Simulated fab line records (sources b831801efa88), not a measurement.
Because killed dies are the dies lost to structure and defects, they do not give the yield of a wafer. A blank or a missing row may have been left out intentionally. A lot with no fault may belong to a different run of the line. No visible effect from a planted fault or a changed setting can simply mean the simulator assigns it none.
Comparing a struck lot with a sound one | flow sky130 | 15 out of 708 route steps
Sound: wafers L318.1, L318.4, L318.5. Struck: wafers L332.2, L332.3, L332.6. At the end, the cause is stated.
For every step that has rows: the tool of each side, followed by ch and its chambers, followed by its first start. Under that, the readings that differ: sound wafers | struck wafers | difference of the means | sigmas: that difference in standard deviations of wafers without a fault.
alike: words and numbers the same on both sides, and readings whose means are apart by under 2 such deviations; not compared: readings that were withheld, readings missing a value for some wafer, numbers with overlapping values and no deviation given by the record, and bounds like >300 which may hide the same value.
A row with sigmas, a row that says differs or no value, or rows on one side alone: a step with any of these is where the two part. When numbers do not overlap yet have no deviation, they are printed without sigmas and do not part them. Lack of a reading on every wafer of one side parts them only where that side has two or more wafers.

SKY_SPACER_THK_MEAS_01:
  sound on film metro-04, day 24 18:51; struck on film metro-01, day 29 14:28
  alike: SPACER_CVD_00_THK
SKY_SPACER_ETCHBACK_02: etches Si3N4 in CH3F/O2, stops on SiO2, time 46.7 s, target depth 45 nm.
  sound on rie diel-03 ch 0,1,3, day 24 18:55; struck on rie diel-02 ch 2,3, day 29 14:31
  alike: O2_flow_sccm, drypump motor current A, oes product au, throttle valve pct
  not compared: rf hours counter h
then, 8 steps without rows for these wafers: SKY_POLY_CUT_DEHYDRATE_00 (time 60 s); SKY_POLY_CUT_HMDS_01 (prime time 60 s); SKY_POLY_CUT_COAT_02 (resist thk 60 nm); SKY_POLY_CUT_COAT_03 (resist thk 450 nm); SKY_POLY_CUT_SOFTBAKE_04 (time 90 s); SKY_POLY_CUT_EXPOSE_05 (exposes mask NPCM, target cd 270 nm); SKY_POLY_CUT_PEB_06; SKY_POLY_CUT_DEVELOP_07 (develop time 60 s).
SKY_POLY_CUT_CD_MEAS_08: target cd 270 nm.
  sound on cd sem-01, day 26 00:38; struck on cd sem-02, day 30 18:12
  alike: cd nm
SKY_POLY_CUT_OVL_MEAS_09:
  sound on overlay-01, day 26 00:45; struck on overlay-01, day 30 18:19
  reading           | sound    | struck  | difference | sigmas
  POLY_CUT_OVL (nm) | 10 16 16 | -5 5 -3 | -15        | -2
SKY_POLY_CUT_ETCH_10: etches BARC in N2/H2, stops on SiO2, time 45.9 s, target depth 60 nm.
  sound on rie diel-04 ch 0,3, day 26 00:47; struck on rie diel-04 ch 1,3, day 30 18:20
  no value came back on the struck wafers for any of 5 readings (bias w (W), chamber pressure mTorr (mTorr) and others); on the sound wafers bias w (W) reads 100.1 99.6 100.4
  reading                                         | sound             | struck            | difference | sigmas
  model.KrF-thick_of_POLY_CUT_COAT_03.thk nm (nm) | 409.4 407.4 407.5 | 435.6 434.2 434.3 | +26.6      |
  not compared: rf hours counter h
SKY_POLY_CUT_ETCH_11: etches Si3N4 in CF4/CH2F2/Ar, stops on poly-Si, time 42.5 s, target depth 60 nm.
  sound on rie diel-04 ch 0,3, day 26 00:49; struck on rie diel-04 ch 1,3, day 30 18:23
  reading                | sound                | struck               | difference | sigmas
  oes product au (a.u.)  | 0.833 0.828 0.833    | 0.371 0.369 0.370    | -0.461     | -76
  throttle valve pct (%) | 14.990 15.001 14.986 | 14.946 14.971 14.961 | -0.033     | -4
  alike: bias w, cf4 flow sccm, drypump motor current A
  not compared: rf hours counter h
SKY_POLY_CUT_STRIP_12: strips in O2/N2.
  sound on plasma asher-03 ch 1, day 26 00:52; struck on plasma asher-03 ch 1, day 30 18:25
  reading                      | sound             | struck            | difference | sigmas
  oes product au (a.u.)        | 0.448 0.458 0.460 | 0.466 0.466 0.463 | +0.010     | +2
  strip time to endpoint s (s) | 5.363 5.318 5.366 | 5.626 5.611 5.609 | +0.266     | +16
  alike: drypump motor current A
  not compared: rf hours counter h

== WHERE THEY PART ==
At SKY_POLY_CUT_OVL_MEAS_09 first; at SKY_POLY_CUT_STRIP_12 last (within this record only).

WHY: what had been put in by the simulator
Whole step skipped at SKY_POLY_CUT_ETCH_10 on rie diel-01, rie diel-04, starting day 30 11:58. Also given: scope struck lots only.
